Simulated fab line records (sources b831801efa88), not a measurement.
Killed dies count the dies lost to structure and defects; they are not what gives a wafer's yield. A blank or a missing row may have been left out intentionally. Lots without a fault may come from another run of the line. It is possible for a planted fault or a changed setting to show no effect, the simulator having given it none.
fab line records | flow sky130
record lots=12 wafers=36 lastDay=49
route steps=708 shown PWDE@53 SONOS_ONO@169 SD_P@328 METAL1@434
lots with no fault: from the same line, run without faults
startH: the number of hours between the record's first day and the start of the first shown wafer of the lot | waitH: time in hours since the lot's previous step | " the same as in the row above | L1.1+2: several wafers, shown together as one row | - either no value or no given start | * or withheld: withheld | < > ~ a bound
route shown NAME@n: names a module that has steps shown in the file, with the first one's number in the route | usual: the fault-free wafers' mean and standard deviation | same: alike in all rows | chamber/n: place in a boat | sites: per-site readings | _std_site: standard deviation of those values | _edge_site: outer sites' mean less inner sites' | radiusMm: how far each site lies from the wafer's centre | mask NAME#n: copy n | behind: the tool/chamber that last shaped the wafer | hold: why the lot went on hold/how many hours it stayed there/how the hold came to an end | device: whichever transistor did not switch (one of n, p or np) | end of line: at the end of the route, the tests of the same wafers | where a step has no rows: the recipe by itself | killed: dies lost to structure and defects at the first sort, not the wafer's yield | map: shows each die of a wafer: x if killed, . if not, _ if none is there
set.NAME: the setting as run; set.NAME@STEP: as run at that earlier step | model.NAME: the simulator's own value behind a step, which no gauge read
route steps across a sampled set of lots; one table per step, one row per wafer
services: a tool's chamber out of use, with start hour (startH, from the record's first day; less than 0 if before it), hours out, and reason
## steps
# step SKY_PWDE_IMPLANT_08
# recipe species=B energyKev=150 doseCm2=3.6e+12 tiltDeg=withheld
# usual beamOnS=10.01/0.2 endStationPressureTorr=5.01e-06/2.5e-07 faradayCurrentUA=20.3/0.41
# columns lot.wafer tool chamber startH waitH beamOnS endStationPressureTorr faradayCurrentUA
L709.1 implanter-01 0 76.05 0.0 10.16 5.3e-06 19.8
L709.2 " 0 " " 9.85 5.12e-06 20.6
L709.5 " 0 " " 9.90 4.55e-06 20.5
L711.1 implanter-03 0 80.07 0.4 10.17 4.69e-06 19.9
L711.2 " 0 " " 10.03 4.96e-06 20.3
L711.6 " 0 " " 10.28 4.97e-06 19.7
L712.1 implanter-01 0 85.90 0.0 9.48 4.84e-06 21.3
L712.2 " 0 " " 9.68 5.33e-06 21.0
L712.3 " 0 " " 10.09 4.7e-06 20.2
L714.2 implanter-03 0 100.97 0.0 10.05 4.77e-06 20.2
L714.3 " 0 " " 10.06 4.61e-06 20.2
L714.5 " 0 " " 10.38 5.05e-06 19.6
L716.2 implanter-03 0 109.88 0.0 9.72 5.49e-06 20.9
L716.4 " 0 " " 9.81 4.75e-06 20.6
L716.5 " 0 " " 10.38 4.94e-06 19.6
L715.3 implanter-01 0 109.90 0.1 10.17 4.79e-06 20.0
L715.4 " 0 " " 10.18 5.17e-06 19.9
L715.5 " 0 " " 10.15 4.72e-06 20.0
L720.4 implanter-01 0 131.98 0.1 9.91 4.84e-06 20.5
L720.5 " 0 " " 9.89 5.1e-06 20.5
L720.6 " 0 " " 9.64 4.79e-06 21.0
L722.1 implanter-03 0 148.20 0.0 13.32 5.33e-06 15.3
L722.2 " 0 " " 13.33 5.07e-06 15.2
L722.4 " 0 " " 13.92 5.33e-06 14.6
L724.1 implanter-03 0 155.70 0.0 13.09 5.24e-06 15.6
L724.4 " 0 " " 13.34 5.22e-06 15.1
L724.6 " 0 " " 13.27 5.27e-06 15.2
L725.3 implanter-01 0 158.20 0.1 10.04 4.7e-06 20.2
L725.4 " 0 " " 9.78 5.02e-06 20.8
L725.5 " 0 " " 10.07 5.3e-06 20.3
L726.4 implanter-01 0 162.38 0.1 9.98 5.03e-06 20.3
L726.5 " 0 " " 9.84 5.62e-06 20.7
L726.6 " 0 " " 10.34 4.88e-06 19.6
L727.3 implanter-01 0 168.55 0.1 10.00 4.86e-06 20.4
L727.4 " 0 " " 9.95 5.19e-06 20.4
L727.6 " 0 " " 10.10 4.99e-06 20.2
# step SKY_PWDE_TW_MEAS_10
# usual PWDE_TW=378/4.2
# columns lot.wafer tool chamber startH waitH PWDE_TW
L709.1 filmMetro-02 - 76.30 0.1 374
L709.2 " - " " 372
L709.5 " - " " 373
L711.1 filmMetro-01 - 80.32 0.1 382
L711.2 " - " " 382
L711.6 " - " " 382
L712.1 filmMetro-01 - 86.15 0.1 381
L712.2 " - " " 380
L712.3 " - " " 382
L714.2 filmMetro-01 - 101.21 0.1 383
L714.3 " - " " 380
L714.5 " - " " 379
L715.3 filmMetro-02 - 110.12 0.1 375
L715.4 " - " " 374
L715.5 " - " " 375
L716.2 filmMetro-03 - 110.21 0.1 373
L716.4 " - " " 373
L716.5 " - " " 373
L720.4 filmMetro-01 - 132.18 0.1 384
L720.5 " - " " 385
L720.6 " - " " 382
L722.1 filmMetro-02 - 148.45 0.1 411
L722.2 " - " " 412
L722.4 " - " " 411
L724.1 filmMetro-03 - 155.95 0.1 410
L724.4 " - " " 405
L724.6 " - " " 408
L725.3 filmMetro-01 - 158.42 0.1 384
L725.4 " - " " 387
L725.5 " - " " 382
L726.4 filmMetro-01 - 162.58 0.1 384
L726.5 " - " " 385
L726.6 " - " " 383
L727.3 filmMetro-01 - 168.77 0.1 383
L727.4 " - " " 383
L727.6 " - " " 381
# step SKY_NWELL_RS_MEAS_31
# recipe thkMeasGauge=four-point-probe
# usual PWDE_RS=5270/18
# columns lot.wafer tool chamber startH waitH PWDE_RS[ohm/sq]
L709.1 filmMetro-01 - 112.20 0.1 5298
L709.2 " - " " 5315
L709.5 " - " " 5302
L711.1 filmMetro-03 - 117.16 0.1 5251
L711.2 " - " " 5245
L711.6 " - " " 5250
L712.1 filmMetro-03 - 122.31 0.1 5283
L712.2 " - " " 5280
L712.3 " - " " 5281
L714.2 filmMetro-03 - 137.82 0.1 5263
L714.3 " - " " 5263
L714.5 " - " " 5283
L715.3 filmMetro-02 - 147.99 0.1 5259
L715.4 " - " " 5244
L715.5 " - " " 5263
L716.2 filmMetro-01 - 148.32 0.1 5262
L716.4 " - " " 5245
L716.5 " - " " 5247
L720.4 filmMetro-03 - 172.74 0.1 5266
L720.5 " - " " 5275
L720.6 " - " " 5256
L722.1 filmMetro-02 - 189.35 0.1 4200
L722.2 " - " " 4217
L722.4 " - " " 4217
L724.1 filmMetro-01 - 197.72 0.1 4194
L724.4 " - " " 4208
L724.6 " - " " 4215
L725.3 filmMetro-02 - 203.14 0.1 5265
L725.4 " - " " 5255
L725.5 " - " " 5248
L726.4 filmMetro-02 - 205.14 0.1 5258
L726.5 " - " " 5243
L726.6 " - " " 5248
L727.3 filmMetro-02 - 212.99 0.1 5282
L727.4 " - " " 5274
L727.6 " - " " 5270
# step SKY_SONOS_ONO_THK_MEAS_01
# recipe reads=SiO2_of_SONOS_ONO_OXIDATION_00
# usual SONOS_ONO_OXIDATION_THK=2.60/0.058
# columns lot.wafer tool chamber startH waitH SONOS_ONO_OXIDATION_THK[nm]
L709.1 filmMetro-04 - 261.74 0.0 2.44
L709.2 " - " " 2.48
L709.5 " - " " 2.53
L711.1 filmMetro-02 - 269.06 0.0 2.67
L711.2 " - " " 2.60
L711.6 " - " " 2.64
L712.1 filmMetro-02 - 273.43 0.0 2.55
L712.2 " - " " 2.59
L712.3 " - " " 2.59
L714.2 filmMetro-04 - 301.68 0.0 2.51
L714.3 " - " " 2.58
L714.5 " - " " 2.61
L716.2 filmMetro-03 - 309.87 0.0 2.55
L716.4 " - " " 2.58
L716.5 " - " " 2.58
L715.3 filmMetro-04 - 309.88 0.0 2.65
L715.4 " - " " 2.58
L715.5 " - " " 2.71
L720.4 filmMetro-03 - 338.22 0.0 2.63
L720.5 " - " " 2.59
L720.6 " - " " 2.62
L722.1 filmMetro-04 - 358.56 0.0 2.68
L722.2 " - " " 2.63
L722.4 " - " " 2.58
L724.1 filmMetro-03 - 371.23 0.0 2.58
L724.4 " - " " 2.57
L724.6 " - " " 2.62
L725.3 filmMetro-03 - 376.24 0.0 2.55
L725.4 " - " " 2.60
L725.5 " - " " 2.63
L726.4 filmMetro-03 - 379.29 0.0 2.62
L726.5 " - " " 2.61
L726.6 " - " " 2.64
L727.3 filmMetro-04 - 388.00 0.0 2.69
L727.4 " - " " 2.74
L727.6 " - " " 2.69
# step SKY_SD_P_OVL_MEAS_08
# usual SD_P_OVL=0.6/1.4
# columns lot.wafer tool chamber startH waitH SD_P_OVL[nm]
L709.1 overlay-01 - 599.73 0.1 0.5
L709.2 " - " " 1.1
L709.5 " - " " 1.4
L712.1 overlay-01 - 613.29 0.1 0.4
L712.2 " - " " 1.5
L712.3 " - " " 1.6
L711.1 overlay-02 - 616.68 0.1 0.7
L711.2 " - " " 1.8
L711.6 " - " " 2.3
L714.2 overlay-01 - 640.94 0.1 1.8
L714.3 " - " " 2.8
L714.5 " - " " 1.5
L716.2 overlay-02 - 647.91 0.1 0.3
L716.4 " - " " -1.3
L716.5 " - " " -0.9
L715.3 overlay-02 - 650.20 0.1 1.8
L715.4 " - " " -0.5
L715.5 " - " " 1.3
L720.4 overlay-02 - 680.01 0.1 0.0
L720.5 " - " " 1.4
L720.6 " - " " 1.5
L722.1 overlay-02 - 699.49 0.1 1.0
L722.2 " - " " 0.6
L722.4 " - " " 2.9
L724.1 overlay-02 - 716.33 0.1 -0.4
L724.4 " - " " -0.9
L724.6 " - " " -1.6
L725.3 overlay-02 - 722.42 0.1 0.3
L725.4 " - " " -0.4
L725.5 " - " " 0.0
L726.4 overlay-01 - 725.65 0.1 1.0
L726.5 " - " " -0.6
L726.6 " - " " 0.1
L727.3 overlay-01 - 729.45 0.1 -0.4
L727.4 " - " " -0.8
L727.6 " - " " 0.6
# step SKY_METAL1_SPUTTER_00
# recipe material=Ti targetThkNm=15 powerW=3000 timeS=10 chamberPressurePa=0.4
# usual throttleValvePct=30.1/1
# columns lot.wafer tool chamber startH waitH throttleValvePct
L709.1 pvdSputter-04 - 748.99 0.2 31.4
L709.2 " - " " 32.1
L709.5 " - " " 30.7
L712.1 pvdSputter-02 - 759.86 0.1 28.5
L712.2 " - " " 29.0
L712.3 " - " " 32.2
L711.1 pvdSputter-01 - 762.07 0.2 29.7
L711.2 " - " " 29.2
L711.6 " - " " 30.2
L714.2 pvdSputter-02 - 786.14 0.1 29.4
L714.3 " - " " 28.4
L714.5 " - " " 29.7
L716.2 pvdSputter-04 - 791.96 0.1 32.2
L716.4 " - " " 30.5
L716.5 " - " " 30.3
L715.3 pvdSputter-01 - 795.90 0.1 29.4
L715.4 " - " " 29.8
L715.5 " - " " 30.1
L720.4 pvdSputter-01 - 820.38 0.2 29.8
L720.5 " - " " 28.9
L720.6 " - " " 29.6
L722.1 pvdSputter-04 - 840.78 0.1 32.2
L722.2 " - " " 30.2
L722.4 " - " " 31.0
L724.1 pvdSputter-01 - 854.49 0.2 29.8
L724.4 " - " " 29.7
L724.6 " - " " 30.4
L725.3 pvdSputter-01 - 860.78 0.1 30.0
L725.4 " - " " 29.5
L725.5 " - " " 29.4
L726.4 pvdSputter-02 - 866.66 0.1 29.3
L726.5 " - " " 28.5
L726.6 " - " " 31.9
L727.3 pvdSputter-04 - 866.96 0.1 30.2
L727.4 " - " " 30.3
L727.6 " - " " 32.3
## services
# columns tool chamber startH hours kind
implanter-01 - 77.05 1.6 repair
implanter-03 - 87.42 0.6 repair
implanter-03 - 87.50 1.4 repair
implanter-03 - 126.62 0.6 repair
implanter-03 - 162.80 5.8 repair
implanter-01 - 285.59 1.8 repair
implanter-03 - 321.62 0.7 repair
implanter-03 - 356.87 1.7 repair
implanter-03 - 378.72 5.7 repair
implanter-03 - 386.73 5.1 pm
implanter-03 - 400.62 1.8 repair
implanter-01 - 420.57 4.5 pm
implanter-01 - 516.66 3.5 pm
implanter-01 - 522.52 2.6 repair
implanter-03 - 523.35 3.8 pm
implanter-03 - 536.53 21.0 pm
implanter-01 - 541.86 3.3 repair
implanter-01 - 569.36 2.3 repair
implanter-03 - 584.57 18.9 repair
implanter-01 - 587.72 6.8 repair
implanter-01 - 665.08 4.5 repair
implanter-01 - 716.93 1.6 repair
pvdSputter-01 - 765.70 4.1 repair
pvdSputter-01 - 825.58 0.7 repair
## key
firstSign step=SKY_PWDE_IMPLANT_08 reading=beamOnS direction=up sigmas=17 usual=10.01 struck=13.38
effect step=SKY_PWDE_IMPLANT_08 reading=faradayCurrentUA direction=down sigmas=12 usual=20.3 struck=15.2
effect step=SKY_PWDE_TW_MEAS_10 reading=PWDE_TW direction=up sigmas=7.5 usual=378 struck=410
effect step=SKY_NWELL_RS_MEAS_31 reading=PWDE_RS direction=down sigmas=60 usual=5270 struck=4209
metAt SKY_PWDE_IMPLANT_08
struckLots L722,L724
testerLeftOut L722,L724
notActingAt SKY_SONOS_ONO_THK_MEAS_01,SKY_SD_P_OVL_MEAS_08,SKY_METAL1_SPUTTER_00
onsetBetween 109.88 148.20
fault kind=processParameterDrift tool=implanter-03 chamber=- onsetH=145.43 steps=SKY_PWDE_IMPLANT_08 channel=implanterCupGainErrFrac offset=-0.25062 shape=step endH=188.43
# testerLeftOut: of these lots the tester's yield and bins aren't shown, on N5 and GAA mostly nor the transistor test; their killed dies are dies lost to structure and defects alone, not to doping, threshold or leakage, so they don't give the yield
